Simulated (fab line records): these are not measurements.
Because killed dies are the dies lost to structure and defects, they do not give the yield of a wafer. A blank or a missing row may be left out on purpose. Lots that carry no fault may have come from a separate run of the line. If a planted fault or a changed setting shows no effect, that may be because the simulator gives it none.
Chamber matching ; flow gf180mcu ; GF_V5_CVD_02 on pecvd-03: 3 sister chambers
The step deposits SiO2 from TEOS, target thk 1450 nm, time 163.28 s. 3 wafers are shown with their chamber, then 8 later ones without.

## WAFERS PAIRED WITH THEIR CHAMBERS
wafer;chamber;heater_power_w (W)
L084.5;0;644
L084.6;2;504
L086.3;1;819

## WAFERS MISSING THEIR CHAMBER
wafer;heater_power_w (W)
L086.5;523
L086.6;769
L087.2;674
L087.3;426
L087.5;811
L090.3;706
L090.4;788
L090.5;821

## CHAMBER TAKEN BY EACH
wafer;from the rows above;in truth
L086.5;2;2
L086.6;can't be placed: 1 or 0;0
L087.2;0;0
L087.3;2;2
L087.5;1;1
L090.3;can't be placed: 0 or 1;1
L090.4;1;1
L090.5;1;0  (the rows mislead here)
5 of 8 placed correctly. From these rows, 2 cannot be placed; in 2 the true chamber is one of the candidates. Number placed wrongly: 1.
How it was worked out, from the rows above alone: a wafer's distance from a chamber is the root of the sum, over the readings, of the square of ((its reading less the chamber's mean) divided by the reading's scatter). If the next closest chamber is less than 2 further off than the closest, the wafer can't be placed; otherwise it belongs to the closest. Each chamber's mean is taken over the wafers shown for it. The scatter: with one shown wafer a chamber, the root of the mean of the squares of how far each hidden wafer lies from its nearest shown one.
